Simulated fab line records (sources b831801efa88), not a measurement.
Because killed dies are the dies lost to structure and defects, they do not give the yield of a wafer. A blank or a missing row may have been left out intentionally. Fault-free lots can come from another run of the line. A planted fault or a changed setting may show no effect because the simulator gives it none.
A struck lot beside a sound one + flow sky130 + 36 steps out of a route of 708
Sound: these wafers, L318.2, L318.3, L318.4. Wafers L308.2, L308.5, L308.6 were the ones struck. At the end, the cause is stated.
At each step with rows: each side's tool, then ch and its chambers, then its first start. Under that, the readings that differ: sound wafers + struck wafers + difference of the means + sigmas: that difference in standard deviations of wafers without a fault.
alike: same words and numbers on both sides, and readings whose means sit less than 2 such deviations apart. not compared: any withheld reading, any reading some wafer has no value for, any bound like >300 that may hide the same value, and any number with overlapping values for which the record gives no deviation.
Wherever a step has rows on one side only, a row that says differs or no value, or a row with sigmas, the two part there. Numbers that have no deviation but don't overlap get no sigmas and don't part them. A reading that every wafer of one side lacks parts them only if that side has two wafers or more.

first, 10 steps without rows for these wafers: SKY_GATE_OXIDE_COAT_05 (resist thk 1140 nm); SKY_GATE_OXIDE_SOFTBAKE_06 (time 60 s); SKY_GATE_OXIDE_EXPOSE_07 (exposes mask LVOM, target cd 600 nm); SKY_GATE_OXIDE_PEB_08; SKY_GATE_OXIDE_DEVELOP_09 (develop time 60 s); SKY_GATE_OXIDE_IMPLANT_11; SKY_GATE_OXIDE_WET_ETCH_12 (etches SiO2 in dHF, target depth 16.8 nm, time 336 s); SKY_GATE_OXIDE_STRIP_13 (strips in O2/N2); SKY_GATE_OXIDE_CLEAN_15 (cleans in SC1/SC2, time 150 s); SKY_GATE_OXIDE_OXIDATION_16 (stabilise 600 s, purge 300 s, target thk 3.57 nm).
SKY_POLY_GATE_CVD_00: deposits poly-Si, target thk 180 nm, time 720 s.
  sound on lpcvd-01 ch 1, day 21 10:10; struck on lpcvd-01 ch 1, day 18 10:55
| reading                                       | sound                | struck               | difference | sigmas |
|-----------------------------------------------|----------------------|----------------------|------------|--------|
| spike_tc_bottom_C (C)                         | 639.5 639.1 639.2    | 629.7 628.9 628.0    | -10.4      | -4     |
| spike_tc_centre_C (C)                         | 620.9 620.9 622.9    | 610.9 610.8 611.5    | -10.5      | -9     |
| spike_tc_lower_C (C)                          | 621.7 620.2 622.3    | 610.6 609.8 611.6    | -10.7      | -10    |
| spike_tc_top_C (C)                            | 637.2 635.4 637.4    | 626.0 625.6 625.3    | -11.0      | -5     |
| spike_tc_upper_C (C)                          | 619.0 618.9 620.1    | 610.7 609.4 611.0    | -9.0       | -7     |
| susceptor_temp_C (C)                          | 620.00 620.10 620.12 | 609.12 609.43 609.18 | -10.83     | -37    |
| model.poly-Si_of_POLY_GATE_CVD_00.thk_nm (nm) | 178.9 179.1 180      | 140.1 141.6 142.9    | -37.8      |        |
SKY_POLY_GATE_THK_MEAS_01:
  sound on film_metro-02, day 21 11:22; struck on film_metro-02, day 18 12:07
| reading                   | sound             | struck            | difference | sigmas |
|---------------------------|-------------------|-------------------|------------|--------|
| POLY_GATE_CVD_00_THK (nm) | 178.8 179.2 180.0 | 140.2 141.6 142.8 | -37.8      | -29    |
then, 9 steps without rows for these wafers: SKY_RES_PROTECT_DEHYDRATE_00 (time 60 s); SKY_RES_PROTECT_HMDS_01 (prime time 60 s); SKY_RES_PROTECT_COAT_02 (resist thk 1140 nm); SKY_RES_PROTECT_SOFTBAKE_03 (time 60 s); SKY_RES_PROTECT_EXPOSE_04 (exposes mask RPM, target cd 1270 nm); SKY_RES_PROTECT_PEB_05; SKY_RES_PROTECT_DEVELOP_06 (develop time 60 s); SKY_POLY_GATE_IMPLANT_02; SKY_RES_PROTECT_STRIP_07 (strips in O2/N2).
SKY_RES_PROTECT_CLEAN_09: cleans in SC1/SC2, time 150 s.
  sound on wet_bench-01 ch 1, day 22 18:30; struck on wet_bench-03 ch 1, day 19 18:30
| reading                                       | sound             | struck          | difference | sigmas |
|-----------------------------------------------|-------------------|-----------------|------------|--------|
| model.poly-Si_of_POLY_GATE_CVD_00.thk_nm (nm) | 178.3 178.5 179.3 | 139.5 141 142.2 | -37.8      |        |
  alike: bath_guard_temp_C
then, 11 steps without rows for these wafers: SKY_POLY_GATE_CVD_03 (deposits Si3N4 from DCS/NH3, target thk 75 nm, time 1290 s); SKY_POLY_GATE_DEHYDRATE_05 (time 60 s); SKY_POLY_GATE_HMDS_06 (prime time 60 s); SKY_POLY_GATE_COAT_07 (resist thk 110 nm); SKY_POLY_GATE_COAT_08 (resist thk 450 nm); SKY_POLY_GATE_SOFTBAKE_09 (time 90 s); SKY_POLY_GATE_EXPOSE_10 (exposes mask P1M, target cd 150 nm); SKY_POLY_GATE_PEB_11; SKY_POLY_GATE_DEVELOP_12 (develop time 60 s); SKY_POLY_GATE_ETCH_15 (etches BARC in N2/H2, stops on SiO2, time 118.5 s, target depth 110 nm); SKY_POLY_GATE_ETCH_16 (etches Si3N4 in CH3F/O2, stops on poly-Si, time 147.5 s, target depth 75 nm).
SKY_POLY_GATE_ETCH_17: etches poly-Si in HBr/Cl2, stops on SiO2, target depth 180 nm, time 70.5 s.
  sound on rie_si-02 ch 0,1,3, day 24 02:48; struck on rie_si-02 ch 1,2,3, day 21 03:32
| reading                               | sound             | struck            | difference | sigmas |
|---------------------------------------|-------------------|-------------------|------------|--------|
| oes_product_au (a.u.)                 | 0.990 0.984 0.996 | 0.838 0.836 0.847 | -0.150     | -22    |
| model.etch.depth_nm (nm)              | 178.3 178.5 179.3 | 139.5 141 142.2   | -37.8      |        |
| model.POLY_GATE.feature_depth_nm (nm) | 178.3 178.5 179.3 | 139.5 141 142.2   | -37.8      |        |
  alike: drypump_motor_current_A, he_backside_leak_sccm, mfc_cl2_sccm, throttle_valve_pct
  not compared: rf_hours_counter_h
then, 1 step without rows for these wafers: SKY_POLY_GATE_STRIP_18 (strips in O2/N2).
-- record jumps: 28 days separate the struck wafers' starts on either side; left off in module POLY_GATE, taken up again in module PAD_OPEN, whose first shown step is the route's number 708 --
SKY_PAD_OPEN_PROBE_99:
  sound on prober-01, day 50 18:58; struck on prober-01, day 49 03:47
| reading                             | sound             | struck            | difference | sigmas |
|-------------------------------------|-------------------|-------------------|------------|--------|
| killed_short                        | 33 34 27          | 40 49 44          | +13        | +2     |
| model.etest.res_high_po.line_ohm_um | 744.2 747.9 742.8 | 943.3 939.7 908.9 | +185.7     |        |
| model.etest.res_poly.line_ohm_um    | 531.7 523.6 514.7 | 667.1 683.2 646.3 | +142.2     |        |
| model.etest.res_high_po.rs_ohm_sq   | 257.4 259.6 259.3 | 328.1 322.4 318.8 | +64.3      |        |
| model.etest.res_poly.rs_ohm_sq      | 47.99 47.99 48.05 | 61.63 60.91 59.86 | +12.79     |        |
| model.etest.cap_li_to_poly.c_af_um2 | 98.22 100.4 98.89 | 88.01 88.2 89.66  | -10.55     |        |
  alike: killed_at_M0_to_M3, killed_at_M4_up, killed_at_contacts, killed_at_front_end, killed_at_other, killed_dies, killed_open
  not compared: model.etest.tip_sonos.rs_ohm_sq

== WHERE THEY PART ==
Last at SKY_PAD_OPEN_PROBE_99 as far as this record goes, first at SKY_POLY_GATE_CVD_00.

WHY: the cause the simulator had injected
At SKY_POLY_GATE_CVD_00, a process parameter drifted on lpcvd-01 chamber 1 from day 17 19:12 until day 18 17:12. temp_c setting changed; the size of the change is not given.
